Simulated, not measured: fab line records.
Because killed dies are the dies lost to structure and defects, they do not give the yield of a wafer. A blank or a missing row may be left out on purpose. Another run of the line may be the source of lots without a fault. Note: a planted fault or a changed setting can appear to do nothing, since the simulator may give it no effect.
The same fault as seen by 2 desks + flow sky130 + each desk has only its own numbers; what lay behind them comes last

## THE METROLOGY DESK
What the gauges read, lot by lot, whatever tool the lot ran on: means of the sampled wafers that have a number. Marked OUT: a lot whose mean sits more than 4 standard deviations from the usual mean, which makes it out of limits; the brackets give that distance.
Columns: A = cdNm at SKY_VT_ADJUST_NCORE_CD_MEAS_07, usual 379.8 nm; B = GATE_OXIDE_OXIDATION_00_THK at SKY_GATE_OXIDE_THK_MEAS_02, usual 10.42 nm; C = cdNm at SKY_POLY_CUT_CD_MEAS_08, usual 270.6 nm; D = cdNm at SKY_SD_N_CD_MEAS_07, usual 380.3 nm
| lot  | first seen here | A     | B               | C     | D     |
|------|-----------------|-------|-----------------|-------|-------|
| L760 | day 8 16:03     | 377.2 | 10.30           | 269.9 | 381.6 |
| L762 | day 9 04:22     | 377.0 | 10.45           | 270.6 | 378.0 |
| L764 | day 9 19:52     | 380.1 | 10.48           | 269.0 | 379.1 |
| L765 | day 10 01:40    | 380.4 | 10.83           | 268.3 | 380.6 |
| L768 | day 10 19:03    | 379.0 | 10.18           | 272.0 | 377.3 |
| L771 | day 11 17:34    | 379.2 | 10.40           | 270.9 | 382.3 |
| L773 | day 12 09:43    | 377.4 | 10.02           | 270.3 | 377.2 |
| L774 | day 12 13:59    | 383.4 | 10.22           | 269.5 | 379.7 |
| L775 | day 12 21:02    | 380.9 | 9.73 (-4.3) OUT | 269.5 | 381.5 |
| L781 | day 14 20:32    | 375.9 | 10.15           | 269.9 | 377.7 |
| L783 | day 15 05:48    | 379.1 | 10.57           | 270.0 | 379.8 |
| L782 | day 15 07:36    | 379.4 | 10.52           | 273.2 | 381.4 |
This desk's finding: out of limits on L775; first on L775, day 17 17:43 (GATE_OXIDE_OXIDATION_00_THK at SKY_GATE_OXIDE_THK_MEAS_02). L760, L762, L764, L765, L768, L771, L773, L774, L781, L783, L782: within limits.

## AT THE TOOL OWNER'S DESK: furnace-01
The tool's own readings at SKY_GATE_OXIDE_OXIDATION_01 (stabilise 600 s, purge 300 s, target thk 10.268 nm): means of the sampled wafers that have a number, for each lot that ran on this tool. Marked OUT: a lot whose mean sits more than 4 standard deviations from the usual mean, which makes it out of limits; the brackets give that distance.
Columns: A = spikeTcBottomC at SKY_GATE_OXIDE_OXIDATION_01, usual 916.1 C; B = spikeTcCentreC at SKY_GATE_OXIDE_OXIDATION_01, usual 901.1 C; C = zonePowerCentrePct at SKY_GATE_OXIDE_OXIDATION_01, usual 18.0 %; D = zonePowerLowerPct at SKY_GATE_OXIDE_OXIDATION_01, usual 18.9 %; E = zonePowerUpperPct at SKY_GATE_OXIDE_OXIDATION_01, usual 17.6 %
| lot  | first seen here | A     | B               | C               | D    | E               |
|------|-----------------|-------|-----------------|-----------------|------|-----------------|
| L768 | day 15 04:09    | 914.2 | 901.1           | 17.3            | 18.1 | 17.4            |
| L771 | day 17 01:07    | 913.7 | 901.3           | 17.4            | 18.3 | 17.3            |
| L773 | day 17 05:32    | 914.4 | 883.3 (-16) OUT | 11.5 (-8.9) OUT | 21.5 | 20.3 (+8.8) OUT |
| L774 | day 17 05:32    | 913.9 | 884.2 (-15) OUT | 11.6 (-8.8) OUT | 21.6 | 20.5 (+9.5) OUT |
| L775 | day 17 16:18    | 914.1 | 883.7 (-16) OUT | 11.6 (-8.7) OUT | 21.7 | 20.4 (+9.1) OUT |
| L781 | day 20 04:00    | 914.8 | 901.3           | 17.4            | 18.4 | 17.5            |
| L783 | day 20 12:44    | 913.8 | 902.0           | 17.5            | 18.3 | 17.5            |
This desk's finding: out of limits on L773, L774, L775; first on L773, day 17 05:32 (spikeTcCentreC at SKY_GATE_OXIDE_OXIDATION_01). L768, L771, L781, L783: within limits.

## BROUGHT TOGETHER
An alarm could have come from the tool owner's desk at day 17 05:32, on L773, L774, L775.
At day 17 17:43 the metrology desk could have sounded an alarm, on L775.
The metrology desk holds a record of L773, L774, inside its limits.
On furnace-01, each named lot ran SKY_GATE_OXIDE_OXIDATION_01.

## WHAT HAD BEEN PUT IN BY THE SIMULATOR
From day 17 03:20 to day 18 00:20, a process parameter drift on furnace-01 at SKY_GATE_OXIDE_OXIDATION_01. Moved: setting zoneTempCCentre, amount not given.
Lots struck among those shown: L773, L774, L775.
Delay (hours) between the fault's onset and each desk's first out-of-limits reading: 2 at the tool owner's desk, 14 at the metrology desk.
